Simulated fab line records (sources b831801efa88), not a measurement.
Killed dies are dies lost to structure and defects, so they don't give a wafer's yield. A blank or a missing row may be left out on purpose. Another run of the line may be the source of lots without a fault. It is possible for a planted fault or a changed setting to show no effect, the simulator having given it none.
Matching of chambers    flow gf180mcu    4 sister chambers for GF_V1_CMP_04 on cmp-02
The step polishes SiO2. 4 wafers are shown with their chamber, then 8 later ones without.

== EACH WAFER AND ITS CHAMBER ==
wafer   chamber  motor-current-A (A)
L236.6  2        12.0
L244.5  3        11.0
L250.6  1        13.7
L251.2  0        12.9

== WAFERS WITHOUT THEIR CHAMBER ==
wafer   motor-current-A (A)
L251.4  12.2
L251.6  14.6
L254.1  11.2
L254.3  14.8
L254.6  12.2
L253.2  11.5
L253.5  11.3
L253.6  12.5

== WHICH CHAMBER EACH ONE RAN IN ==
wafer   from the rows above                in truth
L251.4  can't be placed: 2 or 0 or 3       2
L251.6  can't be placed: 1 or 0            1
L254.1  can't be placed: 3 or 2            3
L254.3  can't be placed: 1 or 0            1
L254.6  can't be placed: 2 or 0 or 3       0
L253.2  can't be placed: 2 or 3 or 0       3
L253.5  can't be placed: 3 or 2            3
L253.6  can't be placed: 0 or 2 or 1 or 3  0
Correctly placed: 0 of 8. Cannot be placed on the basis of these rows: 8; the candidates contain the true chamber in 8. Placed wrongly: 0.
How it was worked out, from the rows above alone: a wafer's distance from a chamber is the root of the sum, over the readings, of the square of ((its reading less the chamber's mean) divided by the reading's scatter). The wafer belongs to the nearest chamber; if the next one is less than 2 further off, it can't be placed. A chamber's mean is the mean of its shown wafers. The scatter (one wafer shown for each chamber): square how far every hidden wafer sits from the nearest shown wafer, average those squares and take the square root.
